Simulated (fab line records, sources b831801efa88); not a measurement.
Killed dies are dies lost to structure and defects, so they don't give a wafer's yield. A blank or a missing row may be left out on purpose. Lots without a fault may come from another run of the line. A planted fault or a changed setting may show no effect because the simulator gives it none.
A struck lot beside a sound one | flow sky130 | 16 steps out of a route of 708
Sound: wafers L590.2, L590.3, L590.6. Struck: wafers L601.1, L601.4, L601.5. The cause comes at the end.
At each step with rows: each side's tool, then ch and its chambers, then its first start. Under that, the readings that differ: sound wafers | struck wafers | difference of the means | sigmas: that difference in standard deviations of wafers without a fault.
alike: readings whose means differ by less than 2 such deviations, and words and numbers that are the same on both sides. not compared: withheld readings, readings that some wafer has no value for, bounds like >300 that may hide the same value, and numbers for which the record gives no deviation and whose values overlap.
The two part at a step that has a row with sigmas, a row that says differs or no value, or rows on one side only. Numbers that don't overlap but have no deviation are shown without sigmas and don't part them. A reading that every wafer of one side lacks parts them only if that side has two wafers or more.

first, 2 steps without rows for these wafers: SKY_METAL3_PEB_11; SKY_METAL3_DEVELOP_12 (develop time 60 s).
SKY_METAL3_CD_MEAS_13: target cd 300 nm.
  sound on cd_sem-02, day 39 01:32; struck on cd_sem-01, day 42 13:14
  reading    | sound             | struck            | difference | sigmas
  cd_nm (nm) | 301.4 300.8 301.8 | 298.7 298.7 298.7 | -2.6       | -2
SKY_METAL3_OVL_MEAS_14:
  sound on overlay-01, day 39 01:39; struck on overlay-02, day 42 13:22
  alike: METAL3_OVL
SKY_METAL3_DESCUM_15: chemistry O2, time 8 s.
  sound on rie_metal-01 ch 1, day 39 01:41; struck on rie_metal-01 ch 0, day 42 13:24
  reading            | sound             | struck            | difference | sigmas
  rf_fwd_power_W (W) | 147.7 148.0 147.9 | 145.5 146.4 146.4 | -1.8       | -2
  alike: drypump_motor_current_A, oes_product_au
  not compared: rf_hours_counter_h
SKY_METAL3_ETCH_16: etches BARC in N2/H2, stops on SiO2, time 88.2 s, target depth 60 nm.
  sound on rie_metal-01 ch 1, day 39 01:43; struck on rie_metal-01 ch 0, day 42 13:28
  alike: drypump_motor_current_A, oes_product_au, rf_fwd_power_W, throttle_valve_pct
  not compared: rf_hours_counter_h
SKY_METAL3_ETCH_17: etches SiO2 in C4F8/O2/Ar, stops on TiN, time 3.9 s, target depth 15 nm.
  sound on rie_diel-02 ch 1,2,3, day 39 01:49; struck on rie_diel-01 ch 0,1, day 42 13:40
  alike: oes_product_au, rf_fwd_power_W
  not compared: rf_hours_counter_h
SKY_METAL3_METAL_ETCH_18: etches the open film in Cl2/BCl3, stops on SiO2, target depth 845 nm, time 183.1 s.
  sound on rie_metal-04 ch 1, day 39 01:50; struck on rie_metal-04 ch 0,1, day 42 13:41
  alike: bcl3_flow_sccm, drypump_motor_current_A, oes_product_au, rf_fwd_power_W, throttle_valve_pct
  not compared: rf_hours_counter_h
then, 4 steps without rows for these wafers: SKY_METAL3_STRIP_19 (strips in O2/N2); SKY_METAL3_STRIP_20 (strips in post etch residue remover, time 1200 s); SKY_METAL3_CLEAN_21 (cleans in IPA, time 180 s); SKY_METAL3_CLEAN_22 (cleans in O3/DIW).
SKY_VIA3_HDPCVD_00: deposits SiO2, target thk 1635 nm, time 272.5 s.
  sound on hdpcvd-01 ch 0,2, day 39 02:36; struck on hdpcvd-01 ch 0,2, day 42 14:58
  reading                                  | sound             | struck            | difference | sigmas
  run_length_s (s)                         | 299.3 300.1 299.4 | 310.7 311.0 310.3 | +11.1      | +18
  model.SiO2_of_VIA3_HDPCVD_00.thk_nm (nm) | 1622 1631 1648    | 1732 1724 1723    | +93        |
SKY_VIA3_THK_MEAS_01:
  sound on film_metro-01, day 39 02:47; struck on film_metro-01, day 42 15:08
  reading              | sound          | struck         | difference | sigmas
  VIA3_HDPCVD_THK (nm) | 1622 1631 1648 | 1731 1724 1723 | +92        | +5
SKY_VIA3_CMP_02: polishes SiO2.
  sound on cmp-01 ch 2,3, day 39 02:50; struck on cmp-02 ch 0,1, day 42 15:14
  alike: motor_current_A, retaining_ring_pressure_frac
SKY_PAD_OPEN_PROBE_99:
  the record has rows for the sound wafers here (prober-02, day 46 05:10) and none for the struck ones

WHERE THEY PART
First at SKY_METAL3_CD_MEAS_13; last, within this record, at SKY_PAD_OPEN_PROBE_99.

WHY: what the simulator had put in
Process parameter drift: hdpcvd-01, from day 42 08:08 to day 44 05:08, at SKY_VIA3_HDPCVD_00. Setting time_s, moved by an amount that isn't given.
